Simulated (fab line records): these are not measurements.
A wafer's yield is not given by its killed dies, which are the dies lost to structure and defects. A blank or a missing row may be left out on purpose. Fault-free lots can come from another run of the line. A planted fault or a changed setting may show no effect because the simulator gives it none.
fab line records -- flow sky130 -- part 2 of 2: steps 30 to 40 of 40
record: lots: 5, wafers: 15, last-day: 49
route steps=708 shown VT_ADJUST_PCH@152 SONOS_TUNNEL@154 SONOS_ONO@168 GATE_OXIDE@187
lots with no fault: from the same line, run without faults
start-h: hours from the record's opening day to when the first of the lot's shown wafers began -- wait-h: hours from the lot's prior step to this one -- " unchanged from the row above -- L1.1+2: one row covering several wafers at once -- - no value, or no start was given -- * or withheld: withheld -- < > ~ a bound
route shown NAME@n: a module of which the file shows steps, and the number in the route of the first -- usual: mean and standard deviation over wafers with no fault -- same: alike in all rows -- chamber/n: place in a boat -- sites: the reading at each site -- _std_site: the standard deviation of these -- _edge_site: the outer-site mean with the inner-site mean subtracted -- radius-mm: how far each site lies from the wafer's centre -- mask NAME#n: copy n -- behind: tool/chamber where the wafer was last shaped -- hold: why the lot was held/for how many hours/how that ended -- device: the transistor (n, p or np) that didn't switch -- end of line: the same wafers' tests at the end of the route -- for a step that has no rows: nothing shown but its recipe -- killed: dies lost to structure and defects at the first sort, not the wafer's yield -- map: a wafer's dies, marking killed ones x, the rest . and places with no die _
set.NAME: setting as actually run; set.NAME@STEP: the setting as run at that earlier step -- model.NAME: the simulator's own value behind a step, which no gauge read
lots seen at some steps along the route; tables by step, rows by wafer
services: from which hour (start-h, from the record's first day; less than 0 if before it) a tool's chamber was out of use, for how many hours, and why
== steps ==
step: SKY_SONOS_ONO_CD_MEAS_13
recipe: target-cd-nm: 410
usual: cd-nm: 410.0/2.3
lot.wafer,tool,chamber,start-h,wait-h,cd-nm
L076.1,cd-sem-02,-,292.42,0.1,410.8
L076.3,cd-sem-02,-,292.42,0.1,411.0
L076.5,cd-sem-02,-,292.42,0.1,409.7
L077.4,cd-sem-01,-,300.24,0.1,408.2
L077.5,cd-sem-01,-,300.24,0.1,407.5
L077.6,cd-sem-01,-,300.24,0.1,408.8
L086.1,cd-sem-01,-,375.78,0.1,408.1
L086.3,cd-sem-01,-,375.78,0.1,406.8
L086.4,cd-sem-01,-,375.78,0.1,406.8
L089.1,cd-sem-02,-,395.93,0.1,414.7
L089.3,cd-sem-02,-,395.93,0.1,411.8
L089.5,cd-sem-02,-,395.93,0.1,411.9
L093.1,cd-sem-01,-,428.68,0.1,411.3
L093.5,cd-sem-01,-,428.68,0.1,411.1
L093.6,cd-sem-01,-,428.68,0.1,411.7
step: SKY_SONOS_ONO_OVL_MEAS_14
usual: SONOS_ONO_OVL: -0.6/1.3
lot.wafer,tool,chamber,start-h,wait-h,SONOS_ONO_OVL[nm]
L076.1,overlay-01,-,292.54,0.1,-1.7
L076.3,overlay-01,-,292.54,0.1,-0.8
L076.5,overlay-01,-,292.54,0.1,-1.6
L077.4,overlay-01,-,300.32,0.1,0.6
L077.5,overlay-01,-,300.32,0.1,0.2
L077.6,overlay-01,-,300.32,0.1,0.7
L086.1,overlay-01,-,375.90,0.1,-0.1
L086.3,overlay-01,-,375.90,0.1,-1.1
L086.4,overlay-01,-,375.90,0.1,0.6
L089.1,overlay-01,-,396.05,0.1,-3.1
L089.3,overlay-01,-,396.05,0.1,-3.5
L089.5,overlay-01,-,396.05,0.1,-2.5
L093.1,overlay-01,-,428.80,0.1,0.8
L093.5,overlay-01,-,428.80,0.1,0.8
L093.6,overlay-01,-,428.80,0.1,1.3
step: SKY_SONOS_ONO_ETCH_15
recipe: target-depth-nm: 19.52, chemistry: CHF3/O2, source-w: 600, bias-w: 200, pressure-mtorr: 40, chf3-flow-sccm: 50, O2_flow_sccm: 5, time-s: 7.8
usual: drypump-motor-current-A: 5.8/0.51, oes-product-au: 1.002/0.0085, throttle-valve-pct: 8.826/0.0088
lot.wafer,tool,chamber,start-h,wait-h,drypump-motor-current-A,oes-product-au,rf-hours-counter-h,throttle-valve-pct
L076.1,rie-diel-04,0,292.57,0.0,5.5,1.022,2,8.819
L076.3,rie-diel-04,2,292.57,0.0,4.9,1.007,50,8.824
L076.5,rie-diel-04,1,292.57,0.0,6.6,1.011,-,8.823
L077.4,rie-diel-04,2,300.34,0.0,4.9,1.002,50,8.809
L077.5,rie-diel-04,3,300.34,0.0,6.0,0.989,-,8.807
L077.6,rie-diel-04,0,300.34,0.0,5.5,1.007,-,8.822
L086.1,rie-diel-04,3,375.94,0.0,6.0,1.002,34,8.832
L086.3,rie-diel-04,0,375.94,0.0,5.5,1.017,3,8.815
L086.4,rie-diel-04,1,375.94,0.0,6.6,1.002,82,8.827
L089.1,rie-diel-04,1,396.09,0.0,6.5,1.000,82,8.832
L089.3,rie-diel-04,0,396.09,0.0,5.5,1.020,4,8.835
L089.5,rie-diel-04,1,396.09,0.0,6.6,0.998,-,8.824
L093.1,rie-diel-01,2,428.84,0.0,5.9,1.012,5,8.836
L093.5,rie-diel-01,1,428.84,0.0,5.4,1.008,-,8.842
L093.6,rie-diel-01,0,428.84,0.0,6.3,1.006,-,8.823
step: SKY_SONOS_ONO_WET_ETCH_16
recipe: chemistry: dHF, target-depth-nm: 14, dry: n2-spin, target: SiO2, dilution: 100:1, temp-c: 25, time-s: 280
lot.wafer,tool,chamber,start-h,wait-h
L076.1+3+5,wet-bench-03,2,292.59,0.0
L077.4+5+6,wet-bench-04,3,300.36,0.0
L086.1+3+4,wet-bench-04,2,375.96,0.0
L089.1+3+5,wet-bench-04,0,396.11,0.0
L093.1+5+6,wet-bench-03,0,428.86,0.0
step: SKY_SONOS_ONO_STRIP_17
recipe: chemistry: O2/N2, power-w: 1400, pressure-mtorr: 1500, platen-temp-c: withheld, o2-flow-sccm: 3000, n2-flow-sccm: 300, overash-fraction: 0.5
usual: drypump-motor-current-A: 5.5/0.37, oes-product-au: 0.710/0.0047, strip-time-to-endpoint-s: 14.09/0.039
lot.wafer,tool,chamber,start-h,wait-h,drypump-motor-current-A,oes-product-au,rf-hours-counter-h,strip-time-to-endpoint-s
L076.1,plasma-asher-04,0,292.68,0.0,5.5,0.721,49,14.10
L076.3,plasma-asher-04,1,292.68,0.0,4.9,0.710,-,14.11
L076.5,plasma-asher-04,0,292.68,0.0,5.5,0.711,-,14.07
L077.4,plasma-asher-04,1,300.48,0.0,4.9,0.706,-,14.05
L077.5,plasma-asher-04,1,300.48,0.0,4.9,0.710,-,14.06
L077.6,plasma-asher-04,0,300.48,0.0,5.4,0.710,-,14.10
L086.1,plasma-asher-03,0,376.04,0.0,5.5,0.713,69,14.07
L086.3,plasma-asher-03,0,376.04,0.0,5.5,0.710,-,14.08
L086.4,plasma-asher-03,1,376.04,0.0,5.9,0.709,-,14.02
L089.1,plasma-asher-01,0,396.20,0.0,5.9,0.710,69,14.15
L089.3,plasma-asher-01,0,396.20,0.0,5.9,0.710,-,14.10
L089.5,plasma-asher-01,0,396.20,0.0,5.9,0.718,-,14.09
L093.1,plasma-asher-04,0,428.95,0.0,5.4,0.704,63,14.03
L093.5,plasma-asher-04,1,428.95,0.0,4.9,0.707,-,14.06
L093.6,plasma-asher-04,0,428.95,0.0,5.4,0.721,-,14.04
step: SKY_SONOS_ONO_WET_ETCH_18
recipe: chemistry: H3PO4, target-depth-nm: 15, target: Si3N4, temp-c: 160, time-s: 172
lot.wafer,tool,chamber,start-h,wait-h
L076.1+3+5,wet-bench-04,1,292.78,0.1
L077.4+5+6,wet-bench-03,3,300.54,0.0
L086.1+3+4,wet-bench-01,1,376.14,0.1
L089.1+3+5,wet-bench-01,3,396.30,0.1
L093.1+5+6,wet-bench-01,0,429.05,0.1
step: SKY_GATE_OXIDE_CLEAN_00
recipe: chemistry: SC1/SC2, mix: 1:4:20, temp-c: 70, time-s: 150, dry: n2-spin
lot.wafer,tool,chamber,start-h,wait-h
L076.1+3+5,wet-bench-01,2,292.84,0.0
L077.4+5+6,wet-bench-01,0,300.60,0.0
L086.1+3+4,wet-bench-03,2,376.20,0.0
L089.1+3+5,wet-bench-03,2,396.37,0.0
L093.1+5+6,wet-bench-04,2,429.10,0.0
step: SKY_GATE_OXIDE_OXIDATION_01
recipe: temp-c: 900, ambient: O2, stabilise-s: 600, purge-s: 300, target-thk-a: 102.68, ox-time-s: 1473
usual: spike-tc-upper-C: 898.8/1.1, zone-power-bottom-pct: 27.9/0.5, zone-power-centre-pct: 17.8/1, zone-power-lower-pct: 19.1/1.5, zone-power-top-pct: 33.7/0.78
lot.wafer,tool,chamber,start-h,wait-h,spike-tc-upper-C,zone-power-bottom-pct,zone-power-centre-pct,zone-power-lower-pct,zone-power-top-pct
L076.1,furnace-01,0,293.54,0.7,900.2,27.6,16.7,18.0,33.2
L076.3,furnace-01,0,293.54,0.7,898.8,27.4,17.1,17.8,33.1
L076.5,furnace-01,0,293.54,0.7,898.6,27.3,17.0,17.7,32.7
L077.4,furnace-02,0,303.11,2.5,898.9,28.1,18.9,21.0,34.0
L077.5,furnace-02,0,303.11,2.5,898.9,28.5,19.3,21.2,35.1
L077.6,furnace-02,0,303.11,2.5,897.9,28.6,19.0,20.8,35.1
L086.1,furnace-01,0,378.13,1.9,900.8,27.6,17.2,17.7,33.8
L086.3,furnace-01,0,378.13,1.9,900.6,27.8,17.3,18.0,32.7
L086.4,furnace-01,0,378.13,1.9,899.8,27.7,16.9,17.6,32.9
L089.1,furnace-01,0,396.76,0.3,899.7,27.7,17.1,17.8,33.6
L089.3,furnace-01,0,396.76,0.3,899.2,27.6,17.0,17.8,33.4
L089.5,furnace-01,0,396.76,0.3,899.2,27.8,17.0,18.0,33.0
L093.1,furnace-01,0,429.15,0.0,899.8,27.6,16.9,17.8,33.2
L093.5,furnace-01,0,429.15,0.0,900.4,27.5,17.0,18.0,32.9
L093.6,furnace-01,0,429.15,0.0,899.4,27.8,17.2,17.8,33.4
step: SKY_GATE_OXIDE_THK_MEAS_02
recipe: reads: SiO2_of_GATE_OXIDE_OXIDATION_01
usual: GATE_OXIDE_OXIDATION_00_THK: 10.30/0.17
lot.wafer,tool,chamber,start-h,wait-h,GATE_OXIDE_OXIDATION_00_THK[nm]
L076.1,film-metro-02,-,294.95,0.0,10.32
L076.3,film-metro-02,-,294.95,0.0,10.49
L076.5,film-metro-02,-,294.95,0.0,10.44
L077.4,film-metro-01,-,304.55,0.0,10.21
L077.5,film-metro-01,-,304.55,0.0,10.04
L077.6,film-metro-01,-,304.55,0.0,10.07
L086.1,film-metro-04,-,379.54,0.0,10.51
L086.3,film-metro-04,-,379.54,0.0,10.55
L086.4,film-metro-04,-,379.54,0.0,10.55
L089.1,film-metro-01,-,398.17,0.0,10.36
L089.3,film-metro-01,-,398.17,0.0,10.65
L089.5,film-metro-01,-,398.17,0.0,10.47
L093.1,film-metro-01,-,430.56,0.0,10.38
L093.5,film-metro-01,-,430.56,0.0,10.22
L093.6,film-metro-01,-,430.56,0.0,10.24
step: SKY_GATE_OXIDE_DEHYDRATE_03
recipe: temp-c: 200, time-s: 60
lot.wafer,tool,chamber,start-h,wait-h
L076.1+3+5,litho-track-01,0,306.18,11.2
L077.4+5+6,litho-track-02,0,316.62,12.1
L086.1+3+4,litho-track-01,0,393.03,13.5
L089.1+3+5,litho-track-01,0,412.08,13.9
L093.1+5+6,litho-track-01,0,445.28,14.7
step: SKY_GATE_OXIDE_HMDS_04
recipe: prime-time-s: 60, prime-temp-c: 120
lot.wafer,tool,chamber,start-h,wait-h
L076.1+3+5,litho-track-01,0,306.33,0.1
L077.4+5+6,litho-track-02,0,316.77,0.1
L086.1+3+4,litho-track-01,0,393.18,0.1
L089.1+3+5,litho-track-01,0,412.23,0.1
L093.1+5+6,litho-track-01,0,445.43,0.1
== services ==
tool,chamber,start-h,hours,kind
lpcvd-02,-,217.48,3.6,repair
implanter-04,-,222.41,1.9,repair
rie-diel-04,-,227.07,0.4,repair
lpcvd-02,-,227.98,2.8,pm
iline-stepper-02,-,246.32,4.4,pm
implanter-03,-,248.41,5.0,pm
implanter-04,-,250.68,0.5,repair
furnace-01,-,253.32,4.2,pm
iline-stepper-01,-,260.90,2.1,pm
plasma-asher-04,-,263.05,0.7,repair
iline-stepper-02,-,263.91,1.7,pm
iline-stepper-01,-,271.15,1.7,pm
implanter-04,-,280.62,6.1,repair
furnace-01,-,283.35,1.2,repair
wet-bench-03,-,293.98,0.6,repair
implanter-04,-,302.75,0.8,repair
plasma-asher-03,-,313.40,1.9,repair
implanter-04,-,326.58,2.3,repair
iline-stepper-01,-,330.54,1.8,repair
iline-stepper-02,-,336.42,2.1,pm
implanter-04,-,403.66,1.2,repair
iline-stepper-01,-,404.98,1.9,repair
plasma-asher-03,-,421.25,9.0,pm
implanter-03,-,433.54,4.8,pm
